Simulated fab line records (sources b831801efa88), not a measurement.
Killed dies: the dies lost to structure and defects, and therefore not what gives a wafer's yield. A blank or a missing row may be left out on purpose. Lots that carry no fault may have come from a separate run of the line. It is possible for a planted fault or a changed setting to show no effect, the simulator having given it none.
fab line records / flow sfq-line
[record] lots = 14 wafers = 42 last-day = 87
route steps=325 shown I5@228 C5@248
lots with no fault: from the same line, run without faults
start-h: the number of hours between the record's first day and the start of the first shown wafer of the lot / wait-h: time in hours since the lot's previous step / " unchanged from the row above / L1.1+2: a single row standing in for several wafers / - no value, or no start was given / * or withheld: withheld / < > ~ a bound
route shown NAME@n: names a module that has steps shown in the file, with the first one's number in the route / usual: average and standard deviation across the fault-free wafers / same: alike in all rows / chamber/n: place in a boat / sites: readings site by site / _std_site: the values' standard deviation / _edge_site: the outer-site mean with the inner-site mean subtracted / radius-mm: how far each site lies from the wafer's centre / mask NAME#n: copy n / behind: the most recent tool/chamber to have shaped the wafer / hold: cause of the lot's hold/its duration in hours/its outcome / device: whichever transistor did not switch (one of n, p or np) / end of line: at the end of the route, the tests of the same wafers / a step without rows: its recipe alone / killed: at the first sort, the dies lost to defects and structure; wafer yield is something else / map: per-die view of a wafer (x killed, . not killed, _ where there is no die)
set.NAME: setting as actually run; set.NAME@STEP: the setting as run at that earlier step / model.NAME: the simulator's own value behind a step, which no gauge read
route steps across a sampled set of lots; one table per step, one row per wafer
services: the hour from which a tool's chamber was out of use, counted from the record's first day as start-h (under 0 if before that day), plus the number of hours and why
[[steps]]
[step SFQ_TRILAYER_A5C_DEP_PECVD_142]
[recipe] material = SiO2 temp-c = 150 time-s = 15.556 pressure-torr = 2.4 rf-w = 183.3 precursor = SiH4/N2O target-thk-nm = 70
[usual] chamber-pressure-Torr = 2.399/0.0049 heater-power-w = 87/9.8 throttle-valve-pct = 24.2/0.68
lot.wafer=L850.4 tool=pecvd-04 chamber=2 start-h=1305.24 wait-h=0.0 chamber-pressure-Torr=2.397 heater-power-w=80 throttle-valve-pct=25.4
lot.wafer=L850.5 tool=pecvd-04 chamber=1 start-h=1305.24 wait-h=0.0 chamber-pressure-Torr=2.403 heater-power-w=83 throttle-valve-pct=23.6
lot.wafer=L850.6 tool=pecvd-04 chamber=0 start-h=1305.24 wait-h=0.0 chamber-pressure-Torr=2.397 heater-power-w=103 throttle-valve-pct=23.4
lot.wafer=L852.1 tool=pecvd-01 chamber=2 start-h=1390.59 wait-h=0.0 chamber-pressure-Torr=2.397 heater-power-w=85 throttle-valve-pct=24.5
lot.wafer=L852.2 tool=pecvd-01 chamber=0 start-h=1390.59 wait-h=0.0 chamber-pressure-Torr=2.391 heater-power-w=74 throttle-valve-pct=24.9
lot.wafer=L852.6 tool=pecvd-01 chamber=2 start-h=1390.59 wait-h=0.0 chamber-pressure-Torr=2.409 heater-power-w=83 throttle-valve-pct=24.4
lot.wafer=L853.1 tool=pecvd-04 chamber=0 start-h=1391.79 wait-h=0.0 chamber-pressure-Torr=2.407 heater-power-w=100 throttle-valve-pct=23.3
lot.wafer=L853.2 tool=pecvd-04 chamber=2 start-h=1391.79 wait-h=0.0 chamber-pressure-Torr=2.395 heater-power-w=83 throttle-valve-pct=25.3
lot.wafer=L853.4 tool=pecvd-04 chamber=1 start-h=1391.79 wait-h=0.0 chamber-pressure-Torr=2.407 heater-power-w=94 throttle-valve-pct=23.9
lot.wafer=L854.3 tool=pecvd-02 chamber=1 start-h=1395.40 wait-h=0.0 chamber-pressure-Torr=2.397 heater-power-w=97 throttle-valve-pct=23.8
lot.wafer=L854.4 tool=pecvd-02 chamber=2 start-h=1395.40 wait-h=0.0 chamber-pressure-Torr=2.392 heater-power-w=75 throttle-valve-pct=23.7
lot.wafer=L854.5 tool=pecvd-02 chamber=2 start-h=1395.40 wait-h=0.0 chamber-pressure-Torr=2.390 heater-power-w=74 throttle-valve-pct=23.7
lot.wafer=L855.3 tool=pecvd-01 chamber=2 start-h=1398.99 wait-h=0.0 chamber-pressure-Torr=2.396 heater-power-w=90 throttle-valve-pct=24.2
lot.wafer=L855.4 tool=pecvd-01 chamber=0 start-h=1398.99 wait-h=0.0 chamber-pressure-Torr=2.399 heater-power-w=75 throttle-valve-pct=24.6
lot.wafer=L855.5 tool=pecvd-01 chamber=1 start-h=1398.99 wait-h=0.0 chamber-pressure-Torr=2.402 heater-power-w=99 throttle-valve-pct=23.5
lot.wafer=L856.1 tool=pecvd-02 chamber=2 start-h=1401.39 wait-h=0.0 chamber-pressure-Torr=2.403 heater-power-w=68 throttle-valve-pct=23.6
lot.wafer=L856.4 tool=pecvd-02 chamber=2 start-h=1401.39 wait-h=0.0 chamber-pressure-Torr=2.406 heater-power-w=69 throttle-valve-pct=23.5
lot.wafer=L856.6 tool=pecvd-02 chamber=2 start-h=1401.39 wait-h=0.0 chamber-pressure-Torr=2.408 heater-power-w=66 throttle-valve-pct=23.7
lot.wafer=L857.1 tool=pecvd-01 chamber=0 start-h=1403.79 wait-h=0.0 chamber-pressure-Torr=2.394 heater-power-w=70 throttle-valve-pct=24.6
lot.wafer=L857.5 tool=pecvd-01 chamber=1 start-h=1403.79 wait-h=0.0 chamber-pressure-Torr=2.396 heater-power-w=89 throttle-valve-pct=23.7
lot.wafer=L857.6 tool=pecvd-01 chamber=0 start-h=1403.79 wait-h=0.0 chamber-pressure-Torr=2.396 heater-power-w=70 throttle-valve-pct=24.6
lot.wafer=L858.2 tool=pecvd-02 chamber=1 start-h=1407.39 wait-h=0.0 chamber-pressure-Torr=2.400 heater-power-w=97 throttle-valve-pct=23.8
lot.wafer=L858.3 tool=pecvd-02 chamber=1 start-h=1407.39 wait-h=0.0 chamber-pressure-Torr=2.402 heater-power-w=99 throttle-valve-pct=24.1
lot.wafer=L858.5 tool=pecvd-02 chamber=1 start-h=1407.39 wait-h=0.0 chamber-pressure-Torr=2.388 heater-power-w=96 throttle-valve-pct=23.7
lot.wafer=L859.1 tool=pecvd-04 chamber=0 start-h=1419.72 wait-h=0.0 chamber-pressure-Torr=2.397 heater-power-w=100 throttle-valve-pct=23.6
lot.wafer=L859.3 tool=pecvd-04 chamber=2 start-h=1419.72 wait-h=0.0 chamber-pressure-Torr=2.399 heater-power-w=83 throttle-valve-pct=25.7
lot.wafer=L859.4 tool=pecvd-04 chamber=1 start-h=1419.72 wait-h=0.0 chamber-pressure-Torr=2.399 heater-power-w=85 throttle-valve-pct=24.2
lot.wafer=L862.2 tool=pecvd-02 chamber=1 start-h=1453.31 wait-h=0.0 chamber-pressure-Torr=2.403 heater-power-w=95 throttle-valve-pct=24.1
lot.wafer=L862.3 tool=pecvd-02 chamber=2 start-h=1453.31 wait-h=0.0 chamber-pressure-Torr=2.394 heater-power-w=77 throttle-valve-pct=24.1
lot.wafer=L862.5 tool=pecvd-02 chamber=2 start-h=1453.31 wait-h=0.0 chamber-pressure-Torr=2.390 heater-power-w=77 throttle-valve-pct=23.8
lot.wafer=L863.1 tool=pecvd-02 chamber=0 start-h=1461.63 wait-h=0.0 chamber-pressure-Torr=2.402 heater-power-w=101 throttle-valve-pct=24.1
lot.wafer=L863.5 tool=pecvd-02 chamber=1 start-h=1461.63 wait-h=0.0 chamber-pressure-Torr=2.399 heater-power-w=90 throttle-valve-pct=23.8
lot.wafer=L863.6 tool=pecvd-02 chamber=2 start-h=1461.63 wait-h=0.0 chamber-pressure-Torr=2.407 heater-power-w=85 throttle-valve-pct=24.0
lot.wafer=L870.1 tool=pecvd-01 chamber=2 start-h=1523.91 wait-h=0.0 chamber-pressure-Torr=2.396 heater-power-w=80 throttle-valve-pct=24.3
lot.wafer=L870.4 tool=pecvd-01 chamber=1 start-h=1523.91 wait-h=0.0 chamber-pressure-Torr=2.401 heater-power-w=99 throttle-valve-pct=23.9
lot.wafer=L870.5 tool=pecvd-01 chamber=2 start-h=1523.91 wait-h=0.0 chamber-pressure-Torr=2.400 heater-power-w=80 throttle-valve-pct=24.6
lot.wafer=L872.2 tool=pecvd-04 chamber=2 start-h=1534.45 wait-h=0.0 chamber-pressure-Torr=2.397 heater-power-w=81 throttle-valve-pct=26.2
lot.wafer=L872.4 tool=pecvd-04 chamber=0 start-h=1534.45 wait-h=0.0 chamber-pressure-Torr=2.405 heater-power-w=106 throttle-valve-pct=23.9
lot.wafer=L872.6 tool=pecvd-04 chamber=2 start-h=1534.45 wait-h=0.0 chamber-pressure-Torr=2.401 heater-power-w=84 throttle-valve-pct=26.0
lot.wafer=L873.1 tool=pecvd-02 chamber=2 start-h=1536.87 wait-h=0.0 chamber-pressure-Torr=2.393 heater-power-w=71 throttle-valve-pct=23.9
lot.wafer=L873.3 tool=pecvd-02 chamber=1 start-h=1536.87 wait-h=0.0 chamber-pressure-Torr=2.404 heater-power-w=97 throttle-valve-pct=24.2
lot.wafer=L873.5 tool=pecvd-02 chamber=1 start-h=1536.87 wait-h=0.0 chamber-pressure-Torr=2.405 heater-power-w=98 throttle-valve-pct=24.2
[step SFQ_TRILAYER_C5_ETCH_VIA_ETCH_154]
[recipe] target = SiO2 mask-material = PR chemistry = CHF3 target-depth-nm = 84 source-w = 500 bias-w = 80 pressure-mtorr = 30 time-s = withheld stop-on = Nb
[usual] drypump-motor-current-A = 5.7/0.61 oes-product-au = 0.898/0.0075
lot.wafer=L850.4 tool=rie-diel-02 chamber=2 start-h=1579.82 wait-h=0.0 drypump-motor-current-A=6.3 oes-product-au=0.902
lot.wafer=L850.5 tool=rie-diel-02 chamber=2 start-h=1579.82 wait-h=0.0 drypump-motor-current-A=6.3 oes-product-au=0.908
lot.wafer=L850.6 tool=rie-diel-02 chamber=3 start-h=1579.82 wait-h=0.0 drypump-motor-current-A=5.7 oes-product-au=0.896
lot.wafer=L852.1 tool=rie-diel-02 chamber=2 start-h=1651.53 wait-h=0.0 drypump-motor-current-A=6.3 oes-product-au=0.892
lot.wafer=L852.2 tool=rie-diel-02 chamber=3 start-h=1651.53 wait-h=0.0 drypump-motor-current-A=5.7 oes-product-au=0.889
lot.wafer=L852.6 tool=rie-diel-02 chamber=2 start-h=1651.53 wait-h=0.0 drypump-motor-current-A=6.3 oes-product-au=0.910
lot.wafer=L853.1 tool=rie-diel-04 chamber=0 start-h=1653.93 wait-h=0.0 drypump-motor-current-A=5.1 oes-product-au=0.902
lot.wafer=L853.2 tool=rie-diel-04 chamber=3 start-h=1653.93 wait-h=0.0 drypump-motor-current-A=6.0 oes-product-au=0.896
lot.wafer=L853.4 tool=rie-diel-04 chamber=2 start-h=1653.93 wait-h=0.0 drypump-motor-current-A=5.1 oes-product-au=0.894
lot.wafer=L854.3 tool=rie-diel-02 chamber=2 start-h=1657.53 wait-h=0.0 drypump-motor-current-A=6.3 oes-product-au=0.904
lot.wafer=L854.4 tool=rie-diel-02 chamber=0 start-h=1657.53 wait-h=0.0 drypump-motor-current-A=6.0 oes-product-au=0.902
lot.wafer=L854.5 tool=rie-diel-02 chamber=0 start-h=1657.53 wait-h=0.0 drypump-motor-current-A=6.0 oes-product-au=0.892
lot.wafer=L855.3 tool=rie-diel-02 chamber=3 start-h=1662.45 wait-h=0.0 drypump-motor-current-A=5.7 oes-product-au=0.898
lot.wafer=L855.4 tool=rie-diel-02 chamber=2 start-h=1662.45 wait-h=0.0 drypump-motor-current-A=6.3 oes-product-au=0.892
lot.wafer=L855.5 tool=rie-diel-02 chamber=0 start-h=1662.45 wait-h=0.0 drypump-motor-current-A=6.0 oes-product-au=0.905
lot.wafer=L856.1 tool=rie-diel-04 chamber=2 start-h=1663.65 wait-h=0.0 drypump-motor-current-A=5.2 oes-product-au=0.895
lot.wafer=L856.4 tool=rie-diel-04 chamber=0 start-h=1663.65 wait-h=0.0 drypump-motor-current-A=5.1 oes-product-au=0.907
lot.wafer=L856.6 tool=rie-diel-04 chamber=0 start-h=1663.65 wait-h=0.0 drypump-motor-current-A=5.1 oes-product-au=0.908
lot.wafer=L857.1 tool=rie-diel-04 chamber=1 start-h=1666.18 wait-h=0.0 drypump-motor-current-A=4.9 oes-product-au=0.892
lot.wafer=L857.5 tool=rie-diel-04 chamber=3 start-h=1666.18 wait-h=0.0 drypump-motor-current-A=6.0 oes-product-au=0.914
lot.wafer=L857.6 tool=rie-diel-04 chamber=2 start-h=1666.18 wait-h=0.0 drypump-motor-current-A=5.2 oes-product-au=0.906
lot.wafer=L858.2 tool=rie-diel-03 chamber=1 start-h=1670.98 wait-h=0.0 drypump-motor-current-A=6.8 oes-product-au=0.901
lot.wafer=L858.3 tool=rie-diel-03 chamber=0 start-h=1670.98 wait-h=0.0 drypump-motor-current-A=6.2 oes-product-au=0.909
lot.wafer=L858.5 tool=rie-diel-03 chamber=1 start-h=1670.98 wait-h=0.0 drypump-motor-current-A=6.8 oes-product-au=0.904
lot.wafer=L859.1 tool=rie-diel-02 chamber=0 start-h=1674.58 wait-h=0.0 drypump-motor-current-A=6.0 oes-product-au=0.898
lot.wafer=L859.3 tool=rie-diel-02 chamber=2 start-h=1674.58 wait-h=0.0 drypump-motor-current-A=6.3 oes-product-au=0.894
lot.wafer=L859.4 tool=rie-diel-02 chamber=3 start-h=1674.58 wait-h=0.0 drypump-motor-current-A=5.7 oes-product-au=0.903
lot.wafer=L862.2 tool=rie-diel-03 chamber=0 start-h=1702.40 wait-h=0.0 drypump-motor-current-A=6.1 oes-product-au=0.926
lot.wafer=L862.3 tool=rie-diel-03 chamber=2 start-h=1702.40 wait-h=0.0 drypump-motor-current-A=6.4 oes-product-au=0.892
lot.wafer=L862.5 tool=rie-diel-03 chamber=3 start-h=1702.40 wait-h=0.0 drypump-motor-current-A=5.8 oes-product-au=0.899
lot.wafer=L863.1 tool=rie-diel-02 chamber=2 start-h=1707.20 wait-h=0.0 drypump-motor-current-A=6.3 oes-product-au=0.927
lot.wafer=L863.5 tool=rie-diel-02 chamber=2 start-h=1707.20 wait-h=0.0 drypump-motor-current-A=6.3 oes-product-au=0.899
lot.wafer=L863.6 tool=rie-diel-02 chamber=3 start-h=1707.20 wait-h=0.0 drypump-motor-current-A=5.6 oes-product-au=0.902
lot.wafer=L870.1 tool=rie-diel-02 chamber=0 start-h=1739.86 wait-h=0.0 drypump-motor-current-A=6.0 oes-product-au=0.890
lot.wafer=L870.4 tool=rie-diel-02 chamber=1 start-h=1739.86 wait-h=0.0 drypump-motor-current-A=4.8 oes-product-au=0.899
lot.wafer=L870.5 tool=rie-diel-02 chamber=0 start-h=1739.86 wait-h=0.0 drypump-motor-current-A=6.0 oes-product-au=0.895
lot.wafer=L872.2 tool=rie-diel-02 chamber=3 start-h=1750.75 wait-h=0.0 drypump-motor-current-A=5.7 oes-product-au=0.898
lot.wafer=L872.4 tool=rie-diel-02 chamber=0 start-h=1750.75 wait-h=0.0 drypump-motor-current-A=6.0 oes-product-au=0.903
lot.wafer=L872.6 tool=rie-diel-02 chamber=2 start-h=1750.75 wait-h=0.0 drypump-motor-current-A=6.3 oes-product-au=0.898
lot.wafer=L873.1 tool=rie-diel-03 chamber=2 start-h=1754.35 wait-h=0.0 drypump-motor-current-A=6.4 oes-product-au=0.894
lot.wafer=L873.3 tool=rie-diel-03 chamber=1 start-h=1754.35 wait-h=0.0 drypump-motor-current-A=6.8 oes-product-au=0.892
lot.wafer=L873.5 tool=rie-diel-03 chamber=3 start-h=1754.35 wait-h=0.0 drypump-motor-current-A=5.8 oes-product-au=0.892
[[services]]
tool=rie-diel-02 chamber=0 start-h=1282.01 hours=8.1 kind=repair
tool=pecvd-02 chamber=2 start-h=1289.49 hours=4.4 kind=repair
tool=rie-diel-02 chamber=3 start-h=1290.03 hours=4.8 kind=repair
tool=pecvd-02 chamber=- start-h=1316.75 hours=14.0 kind=pm
tool=pecvd-02 chamber=0 start-h=1324.72 hours=121.3 kind=repair
tool=pecvd-01 chamber=- start-h=1357.37 hours=1.3 kind=repair
tool=pecvd-02 chamber=- start-h=1377.97 hours=1.2 kind=repair
tool=pecvd-01 chamber=- start-h=1378.33 hours=1.3 kind=repair
tool=pecvd-01 chamber=2 start-h=1401.32 hours=7.7 kind=repair
tool=rie-diel-02 chamber=0 start-h=1418.98 hours=3.7 kind=repair
tool=pecvd-04 chamber=- start-h=1435.80 hours=1.0 kind=repair
tool=pecvd-02 chamber=0 start-h=1462.60 hours=3.5 kind=repair
tool=rie-diel-02 chamber=- start-h=1466.93 hours=1.1 kind=repair
tool=rie-diel-02 chamber=3 start-h=1471.89 hours=4.8 kind=repair
tool=rie-diel-02 chamber=- start-h=1488.11 hours=0.9 kind=repair
tool=rie-diel-02 chamber=- start-h=1506.60 hours=2.8 kind=pm
tool=pecvd-02 chamber=- start-h=1519.43 hours=0.6 kind=repair
tool=pecvd-02 chamber=- start-h=1539.78 hours=0.9 kind=repair
tool=pecvd-02 chamber=- start-h=1569.27 hours=0.8 kind=repair
tool=pecvd-02 chamber=- start-h=1621.07 hours=6.0 kind=pm
tool=rie-diel-02 chamber=3 start-h=1634.01 hours=1.4 kind=repair
tool=pecvd-02 chamber=- start-h=1638.43 hours=1.7 kind=repair
tool=rie-diel-02 chamber=- start-h=1655.58 hours=0.2 kind=repair
tool=pecvd-02 chamber=1 start-h=1677.10 hours=17.7 kind=repair
[[key]]
[first-sign] step = SFQ_TRILAYER_C5_ETCH_VIA_ETCH_154 reading = oes-product-au direction = up sigmas = 3.9 usual = 0.898 struck = 0.926
effect none on later readings
met-at SFQ_TRILAYER_A5C_DEP_PECVD_142
struck-lots L862,L863
struck-wafers L862.2,L863.1
onset-between 1407.39 1453.31
[fault] kind = process-parameter-drift tool = pecvd-02 chamber = - onset-h = 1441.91 steps = SFQ_TRILAYER_A5C_DEP_PECVD_142 channel = target-thk-nm offset = 4.2491 shape = step end-h = 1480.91 scope = struck-wafers-only acts-in = these-recipes-only stated = 70
